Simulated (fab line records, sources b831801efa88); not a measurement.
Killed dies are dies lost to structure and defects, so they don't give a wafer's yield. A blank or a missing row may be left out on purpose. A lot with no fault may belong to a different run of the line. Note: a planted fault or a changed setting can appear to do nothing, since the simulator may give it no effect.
Which tool is to blame? :: flow gf180mcu :: Sampling: 13 lots, 38 wafers, 4 of 602 route steps

## WHAT THE GAUGES READ, wafer by wafer
GF_DNWELL_TW_MEAS_09.
lot: L282
measured: day 3 00:30
on: film metro-04
DNWELL_TW: 1369 1378 1372

lot: L283
measured: day 3 04:50
on: film metro-01
DNWELL_TW: 1340 1337 1343

lot: L284
measured: day 3 09:52
on: film metro-04
DNWELL_TW: 1359 1359 1358

lot: L285
measured: day 3 15:38
on: film metro-03
DNWELL_TW: 1360 1360 1361

lot: L286
measured: day 3 21:38
on: film metro-01
DNWELL_TW: 1334 1331 1329

lot: L287
measured: day 4 02:43
on: film metro-03
DNWELL_TW: 1377 1366 1378

lot: L288
measured: day 4 08:20
on: film metro-01
DNWELL_TW: 1341 1335 1336

lot: L289
measured: day 4 12:23
on: film metro-04
DNWELL_TW: 1364 1470 1362 1352 1476 1363

lot: L290
measured: day 4 19:41
on: film metro-01
DNWELL_TW: 1445 1442 1448 1443

lot: L300
measured: day 7 00:23
on: film metro-04
DNWELL_TW: 1375 1366 1369

lot: L301
measured: day 7 04:35
on: film metro-03
DNWELL_TW: 1362 1369 1363

lot: L303
measured: day 7 13:57
on: film metro-03
DNWELL_TW: 1374 1378 1370

lot: L304
measured: day 7 22:43
on: film metro-01
DNWELL_TW: 1328 1331 1339

GF_VT_IMPLANT_OVL_MEAS_29.
lot: L282
measured: day 7 04:14
on: overlay-02
VT_IMPLANT_02_OVL (nm): -2.0 -0.8 -2.9

lot: L283
measured: day 7 10:08
on: overlay-02
VT_IMPLANT_02_OVL (nm): -0.1 0.4 1.7

lot: L284
measured: day 7 16:14
on: overlay-01
VT_IMPLANT_02_OVL (nm): 0.2 -1.2 -0.6

lot: L285
measured: day 7 22:49
on: overlay-01
VT_IMPLANT_02_OVL (nm): 1.4 -0.3 1.4

lot: L286
measured: day 8 05:15
on: overlay-01
VT_IMPLANT_02_OVL (nm): 3.0 4.0 2.4

lot: L287
measured: day 8 11:02
on: overlay-01
VT_IMPLANT_02_OVL (nm): -0.9 0.3 0.3

lot: L288
measured: day 8 19:20
on: overlay-01
VT_IMPLANT_02_OVL (nm): 2.0 0.6 0.7

lot: L289
measured: day 9 00:23
on: overlay-01
VT_IMPLANT_02_OVL (nm): -0.1 -0.8 0.7

lot: L290
measured: day 9 11:12
on: overlay-01
VT_IMPLANT_02_OVL (nm): -2.6 -2.1

lot: L300
measured: day 12 02:13
on: overlay-01
VT_IMPLANT_02_OVL (nm): -3.1 -1.8 -0.7

lot: L301
measured: day 12 07:04
on: overlay-01
VT_IMPLANT_02_OVL (nm): 2.6 2.5 2.0

lot: L303
measured: day 12 19:32
on: overlay-02
VT_IMPLANT_02_OVL (nm): 1.4 -0.7 0.7

lot: L304
measured: day 13 06:19
on: overlay-01
VT_IMPLANT_02_OVL (nm): 0.0 -0.3 -1.0

## TOOL THAT RAN EACH LOT (tool first, then ch and the chambers of the sampled wafers, then the start)
lot: L282
GF_DNWELL_IMPLANT_07: implanter-01 ch 0, day 3 00:16
GF_DNWELL_STRIP_08: plasma asher-03 ch 0,1, day 3 00:23

lot: L283
GF_DNWELL_IMPLANT_07: implanter-01 ch 0, day 3 04:35
GF_DNWELL_STRIP_08: plasma asher-03 ch 0,1, day 3 04:44

lot: L284
GF_DNWELL_IMPLANT_07: implanter-02 ch 0, day 3 09:38
GF_DNWELL_STRIP_08: plasma asher-02 ch 0,1, day 3 09:46

lot: L285
GF_DNWELL_IMPLANT_07: implanter-04 ch 0, day 3 15:23
GF_DNWELL_STRIP_08: plasma asher-01 ch 0,1, day 3 15:32

lot: L286
GF_DNWELL_IMPLANT_07: implanter-02 ch 0, day 3 21:25
GF_DNWELL_STRIP_08: plasma asher-02 ch 0,1, day 3 21:33

lot: L287
GF_DNWELL_IMPLANT_07: implanter-04 ch 0, day 4 02:29
GF_DNWELL_STRIP_08: plasma asher-03 ch 0,1, day 4 02:37

lot: L288
GF_DNWELL_IMPLANT_07: implanter-04 ch 0, day 4 08:05
GF_DNWELL_STRIP_08: plasma asher-03 ch 0,1, day 4 08:14

lot: L289
GF_DNWELL_IMPLANT_07: implanter-04 ch 0, day 4 12:07
GF_DNWELL_STRIP_08: plasma asher-02 ch 0,1, day 4 12:16

lot: L290
GF_DNWELL_IMPLANT_07: implanter-04 ch 0, day 4 19:28
GF_DNWELL_STRIP_08: plasma asher-01 ch 0,1, day 4 19:36

lot: L300
GF_DNWELL_IMPLANT_07: implanter-02 ch 0, day 7 00:08
GF_DNWELL_STRIP_08: plasma asher-01 ch 0,1, day 7 00:17

lot: L301
GF_DNWELL_IMPLANT_07: implanter-01 ch 0, day 7 04:20
GF_DNWELL_STRIP_08: plasma asher-01 ch 0,1, day 7 04:29

lot: L303
GF_DNWELL_IMPLANT_07: implanter-01 ch 0, day 7 13:44
GF_DNWELL_STRIP_08: plasma asher-03 ch 0,1, day 7 13:52

lot: L304
GF_DNWELL_IMPLANT_07: implanter-01 ch 0, day 7 22:28
GF_DNWELL_STRIP_08: plasma asher-02 ch 0,1, day 7 22:37
- GF_DNWELL_IMPLANT_07
- GF_DNWELL_STRIP_08: strips in O2/N2.

## WHAT THE TOOLS THEMSELVES READ (means of the sampled wafers that have a number; where no wafer has one, the mark that the record gives instead)
GF_DNWELL_IMPLANT_07.
lot: L282
tool: implanter-01
beam on s (s): 9.75
faraday current uA: 57.6

lot: L283
tool: implanter-01
beam on s (s): 10.00
faraday current uA: 56.3

lot: L284
tool: implanter-02
beam on s (s): 10.09
faraday current uA: 55.9

lot: L285
tool: implanter-04
beam on s (s): 9.97
faraday current uA: 56.5

lot: L286
tool: implanter-02
beam on s (s): 9.81
faraday current uA: 57.5

lot: L287
tool: implanter-04
beam on s (s): 9.94
faraday current uA: 56.8

lot: L288
tool: implanter-04
beam on s (s): 9.96
faraday current uA: 56.6

lot: L289
tool: implanter-04
beam on s (s): 10.97
faraday current uA: 52.1

lot: L290
tool: implanter-04
beam on s (s): 12.80
faraday current uA: 44.0

lot: L300
tool: implanter-02
beam on s (s): 9.92
faraday current uA: 57.0

lot: L301
tool: implanter-01
beam on s (s): 10.08
faraday current uA: 55.9

lot: L303
tool: implanter-01
beam on s (s): 9.89
faraday current uA: 56.9

lot: L304
tool: implanter-01
beam on s (s): 9.99
faraday current uA: 56.4

GF_DNWELL_STRIP_08.
lot: L282
tool: plasma asher-03
drypump motor current A (A): 5.5
heater power w (W): 398
oes product au (a.u.): 0.722
strip time to endpoint s (s): 36.94

lot: L283
tool: plasma asher-03
drypump motor current A (A): 5.3
heater power w (W): 413
oes product au (a.u.): 0.718
strip time to endpoint s (s): 36.74

lot: L284
tool: plasma asher-02
drypump motor current A (A): 6.2
heater power w (W): 337
oes product au (a.u.): 0.725
strip time to endpoint s (s): 36.85

lot: L285
tool: plasma asher-01
drypump motor current A (A): 6.0
heater power w (W): 356
oes product au (a.u.): 0.722
strip time to endpoint s (s): 36.85

lot: L286
tool: plasma asher-02
drypump motor current A (A): 6.2
heater power w (W): 341
oes product au (a.u.): 0.723
strip time to endpoint s (s): 36.90

lot: L287
tool: plasma asher-03
drypump motor current A (A): 5.2
heater power w (W): 429
oes product au (a.u.): 0.726
strip time to endpoint s (s): 36.94

lot: L288
tool: plasma asher-03
drypump motor current A (A): 5.5
heater power w (W): 391
oes product au (a.u.): 0.725
strip time to endpoint s (s): 37.10

lot: L289
tool: plasma asher-02
drypump motor current A (A): 6.2
heater power w (W): 347
oes product au (a.u.): 0.723
strip time to endpoint s (s): 36.91

lot: L290
tool: plasma asher-01
drypump motor current A (A): 6.1
heater power w (W): 352
oes product au (a.u.): 0.727
strip time to endpoint s (s): 36.91

lot: L300
tool: plasma asher-01
drypump motor current A (A): 6.0
heater power w (W): 357
oes product au (a.u.): 0.719
strip time to endpoint s (s): 36.89

lot: L301
tool: plasma asher-01
drypump motor current A (A): 6.1
heater power w (W): 351
oes product au (a.u.): 0.725
strip time to endpoint s (s): 36.97

lot: L303
tool: plasma asher-03
drypump motor current A (A): 5.3
heater power w (W): 424
oes product au (a.u.): 0.720
strip time to endpoint s (s): 36.87

lot: L304
tool: plasma asher-02
drypump motor current A (A): 6.3
heater power w (W): 348
oes product au (a.u.): 0.721
strip time to endpoint s (s): 37.12

## THE ANSWER, worked out from the rows above alone
Rule: the lots themselves supply what counts as usual. The widest of any qualifying gaps counts: lots, ordered by their means at a reading, are off when they make up no more than a third of the lots, leave a main group of 4 or more, and stand apart from it by 3 or more times the standard deviation of that group's means. A main group whose means are all the same, to the digits that the tables above print for the reading, isn't used. Also off: a lot with no number at a reading for which 4 or more lots have one. All remaining lots with rows at the step are treated as sound. After the gauges, taken in route order, come the tools' own readings; for these a lot's mean is taken, as printed above. The first step at which some lot is off is used, and at that step the reading that is off furthest; a lot without a number counts as furthest.
Off: L289, L290, at GF_DNWELL_IMPLANT_07 (beam on s). The main group has a mean of 9.95 s with a standard deviation of 0.098.
A tool fits if, at that step or a process step before it, it ran every lot that is off, and no sound lot after the first of them. One fits: GF_DNWELL_IMPLANT_07 on implanter-04. Its last sound lot is L288 (day 4 08:05), its first lot that is off L289 (day 4 12:07): a fault that began between those two fits.
The tool's own readings at GF_DNWELL_IMPLANT_07 bear it out: on the lots that are off they differ by more than 5 times the standard deviation of the sound lots' means. beam on s reads 11.89 s there against 9.95 s on the sound lots; faraday current uA reads 48.0 there against 56.7 on the sound lots.

## WHAT THE SIMULATOR HAD INSERTED
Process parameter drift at GF_DNWELL_IMPLANT_07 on implanter-04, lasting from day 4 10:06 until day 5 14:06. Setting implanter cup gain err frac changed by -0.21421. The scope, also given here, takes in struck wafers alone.
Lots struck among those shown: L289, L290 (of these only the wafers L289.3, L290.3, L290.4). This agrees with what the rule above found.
